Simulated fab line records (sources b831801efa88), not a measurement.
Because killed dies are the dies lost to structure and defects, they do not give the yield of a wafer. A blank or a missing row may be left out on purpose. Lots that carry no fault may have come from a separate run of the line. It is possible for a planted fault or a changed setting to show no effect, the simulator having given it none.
Matching of chambers + flow gf180mcu + 4 sister chambers for GF_V4_ETCH_16 on rie-diel-01
The step etches BARC in N2/H2. 8 wafers are shown with their chamber, then 8 later ones without.

WAFERS, EACH WITH ITS CHAMBER
| wafer  | chamber | drypump-motor-current-A (A) | bias-w (W) |
|--------|---------|-----------------------------|------------|
| L074.1 | 2       | 5.4                         | 99.7       |
| L079.6 | 1       | 4.9                         | 100.2      |
| L086.1 | 3       | 6.2                         | 100.2      |
| L086.4 | 2       | 5.5                         | 99.6       |
| L088.1 | 0       | 5.8                         | 100.0      |
| L088.5 | 3       | 6.1                         | 100.0      |
| L088.6 | 0       | 5.9                         | 99.9       |
| L090.2 | 1       | 4.9                         | 100.0      |

WAFERS MISSING THEIR CHAMBER
| wafer  | drypump-motor-current-A (A) | bias-w (W) |
|--------|-----------------------------|------------|
| L090.3 | 5.8                         | 100.0      |
| L090.5 | 4.9                         | 99.8       |
| L091.3 | 4.9                         | 99.8       |
| L091.4 | 5.4                         | 100.0      |
| L091.5 | 4.9                         | 100.1      |
| L093.1 | 5.4                         | 100.5      |
| L093.2 | 4.9                         | 99.6       |
| L093.5 | 5.9                         | 99.5       |

WHICH CHAMBER EACH ONE RAN IN
| wafer  | from the rows above          | in truth |
|--------|------------------------------|----------|
| L090.3 | 0                            | 0        |
| L090.5 | 1                            | 1        |
| L091.3 | 1                            | 1        |
| L091.4 | 2                            | 2        |
| L091.5 | 1                            | 1        |
| L093.1 | can't be placed: 2 or 0 or 1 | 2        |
| L093.2 | 1                            | 1        |
| L093.5 | 0                            | 0        |
7 of 8 placed correctly. Not placeable from these rows: 1 (in 1, the candidates include the true chamber). Placed wrongly: 0.
How it was worked out, from the rows above alone: a wafer's distance from a chamber is the root of the sum, over the readings, of the square of ((its reading less the chamber's mean) divided by the reading's scatter). The wafer belongs to the nearest chamber; if the next one is less than 2 further off, it can't be placed. Each chamber's mean is taken over the wafers shown for it. The scatter: take each reading less its chamber's mean, square it, sum over the shown wafers, divide by the number of wafers less the number of chambers, and take the root.
